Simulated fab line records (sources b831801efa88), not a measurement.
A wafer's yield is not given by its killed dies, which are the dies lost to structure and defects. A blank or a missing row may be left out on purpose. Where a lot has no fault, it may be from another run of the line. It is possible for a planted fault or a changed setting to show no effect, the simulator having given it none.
Which tool did it?	flow sky130	Sampling: 10 lots, 30 wafers, 4 of 708 route steps

== WHAT EACH GAUGE READ, for each wafer ==
SKY_SPACER_THK_MEAS_01.
lot	measured	on	SPACER_CVD_00_THK (nm)
L410	day 23 05:35	film metro-01	43.5 43.8 43.7
L413	day 24 10:11	film metro-01	42.6 42.8 42.2
L414	day 24 23:53	film metro-02	42.6 42.7 42.6
L418	day 26 01:51	film metro-02	43.3 43.5 43.8
L419	day 26 12:37	film metro-01	43.0 43.1 43.2
L421	day 26 21:53	film metro-02	28.9 28.9 29.0
L423	day 27 10:22	film metro-04	29.0 28.8 29.1
L431	day 30 03:52	film metro-01	42.8 42.9 42.6
L432	day 30 03:51	film metro-04	42.5 42.9 42.7
L433	day 30 17:35	film metro-02	42.7 42.9 42.5

== EACH LOT AND THE TOOL THAT RAN IT (in order: tool; ch and the chambers of the sampled wafers; start) ==
lot	SKY_SONOS_ONO_ETCH_15	SKY_LDD_HVN_STRIP_09	SKY_SPACER_CVD_00
L410	rie diel-02 ch 0,1, day 12 20:37	plasma asher-04 ch 0,1, day 20 12:51	lpcvd-02 ch 0, day 23 04:23
L413	rie diel-01 ch 1,2,3, day 13 23:23	plasma asher-03 ch 0,1, day 21 19:26	lpcvd-02 ch 0, day 24 08:59
L414	rie diel-02 ch 0,2,3, day 14 10:56	plasma asher-01 ch 0,1, day 22 09:30	lpcvd-02 ch 0, day 24 22:41
L418	rie diel-01 ch 0,2,3, day 15 09:26	plasma asher-04 ch 0,1, day 23 10:42	lpcvd-02 ch 0, day 26 00:39
L419	rie diel-01 ch 0,2,3, day 15 20:22	plasma asher-03 ch 0,1, day 23 23:45	lpcvd-02 ch 0, day 26 11:25
L421	rie diel-03 ch 0,1,3, day 16 05:56	plasma asher-03 ch 0,1, day 24 08:41	lpcvd-02 ch 0, day 26 20:40
L423	rie diel-01 ch 0,2, day 16 18:43	plasma asher-01 ch 0,1, day 24 22:31	lpcvd-02 ch 0, day 27 09:10
L431	rie diel-01 ch 1,3, day 19 16:17	plasma asher-01 ch 0,1, day 27 13:35	lpcvd-02 ch 1, day 30 02:02
L432	rie diel-02 ch 0,2,3, day 19 18:16	plasma asher-01 ch 0,1, day 27 15:52	lpcvd-02 ch 0, day 30 02:02
L433	rie diel-03 ch 0,1,3, day 20 11:58	plasma asher-01 ch 0,1, day 28 08:26	lpcvd-02 ch 0, day 30 16:23
- SKY_SONOS_ONO_ETCH_15: etches the open film in CHF3/O2, target depth 19.52 nm, time 7.8 s.
- SKY_LDD_HVN_STRIP_09: strips in O2/N2.
- SKY_SPACER_CVD_00: deposits Si3N4 from DCS/NH3, target thk 43.1 nm, time 740 s.

== THE ANSWER, worked out from the rows above alone ==
Rule: usual is defined by the lots themselves. The widest of any qualifying gaps counts: lots, ordered by their means at a reading, are off when they make up no more than a third of the lots, leave a main group of 4 or more, and stand apart from it by 3 or more times the standard deviation of that group's means. If all means in a main group match to the digits the tables above print for the reading, that group is not used. A lot without any number at a reading at which 4 lots or more have one is off too. The other lots that the step has rows for count as sound.
Off: L421, L423, at SKY_SPACER_THK_MEAS_01 (SPACER_CVD_00_THK). For the main group the mean is 43.0 nm and the standard deviation 0.4.
A tool fits if, at a process step before that reading, it ran every lot that is off, and no sound lot after the first of them. Gauges at SKY_SPACER_THK_MEAS_01: tried the same way as those tools. None of those tried fits.

== WHAT THE SIMULATOR HAD INSERTED ==
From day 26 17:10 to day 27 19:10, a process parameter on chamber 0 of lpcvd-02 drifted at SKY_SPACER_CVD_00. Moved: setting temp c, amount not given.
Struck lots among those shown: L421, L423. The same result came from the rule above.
